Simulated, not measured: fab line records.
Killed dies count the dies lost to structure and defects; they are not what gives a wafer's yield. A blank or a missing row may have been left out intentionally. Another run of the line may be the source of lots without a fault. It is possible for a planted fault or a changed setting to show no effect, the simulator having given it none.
The tool behind it: which one? || flow gf180mcu || 42 wafers sampled from 14 lots at 1 step of a route of 602

== WHAT EACH GAUGE READ, for each wafer ==
GF_V1_CD_MEAS_14: target cd 260 nm.
{"lot": "L621", "measured": "day 18 04:58", "on": "cd-sem-01", "cd-nm (nm)": "262.5 261.4 261.2"}
{"lot": "L622", "measured": "day 18 23:50", "on": "cd-sem-02", "cd-nm (nm)": "260.3 260.9 261.4"}
{"lot": "L623", "measured": "day 19 13:10", "on": "cd-sem-01", "cd-nm (nm)": "259.0 259.4 259.8"}
{"lot": "L624", "measured": "day 19 18:53", "on": "cd-sem-01", "cd-nm (nm)": "259.2 259.2 259.3"}
{"lot": "L625", "measured": "day 20 07:40", "on": "cd-sem-01", "cd-nm (nm)": "260.7 260.9 261.3"}
{"lot": "L626", "measured": "day 20 16:03", "on": "cd-sem-01", "cd-nm (nm)": "260.1 260.4 260.3"}
{"lot": "L627", "measured": "day 21 06:55", "on": "cd-sem-02", "cd-nm (nm)": "261.5 262.3 261.7"}
{"lot": "L628", "measured": "day 21 07:03", "on": "cd-sem-02", "cd-nm (nm)": "260.5 260.3 261.9"}
{"lot": "L629", "measured": "day 21 12:24", "on": "cd-sem-02", "cd-nm (nm)": "260.7 260.7 261.5"}
{"lot": "L632", "measured": "day 22 18:29", "on": "cd-sem-01", "cd-nm (nm)": "260.2 260.1 260.3"}
{"lot": "L633", "measured": "day 23 02:00", "on": "cd-sem-01", "cd-nm (nm)": "259.5 260.3 258.9"}
{"lot": "L634", "measured": "day 23 07:08", "on": "cd-sem-02", "cd-nm (nm)": "258.4 259.1 259.1"}
{"lot": "L642", "measured": "day 25 21:28", "on": "cd-sem-02", "cd-nm (nm)": "261.3 259.1 258.8"}
{"lot": "L643", "measured": "day 25 23:47", "on": "cd-sem-01", "cd-nm (nm)": "260.1 260.6 260.8"}

== WHICH TOOL RAN EACH LOT (tool, then ch and the chambers of the sampled wafers, then the start) ==
Record: no process step prior to these readings.

== WHAT THE TOOLS THEMSELVES READ (means of the sampled wafers that have a number; where no wafer has one, the mark that the record gives instead) ==
The record holds no such reading with a usual standard deviation.

== THE ANSWER, worked out from the rows above alone ==
Rule: what is usual is taken from the lots themselves. Put in order of their means at a reading, lots are off if they are a third of the lots or fewer, leave a main group of 4 or more, and stand apart from it by a gap of 3 or more times the standard deviation of the main group's means; of several such gaps the widest counts. A main group whose means are all the same, to the digits that the tables above print for the reading, isn't used. A lot without any number at a reading at which 4 lots or more have one is off too. All remaining lots with rows at the step are treated as sound. Order of review: gauges by route order, followed by the tools' own readings, for which a lot's mean as printed above is used. The first step at which some lot is off is used, and at that step the reading that is off furthest; a lot without a number counts as furthest.
None of the lots is off at any reading shown; this tells nothing.

== WHAT THE SIMULATOR HAD INSERTED ==
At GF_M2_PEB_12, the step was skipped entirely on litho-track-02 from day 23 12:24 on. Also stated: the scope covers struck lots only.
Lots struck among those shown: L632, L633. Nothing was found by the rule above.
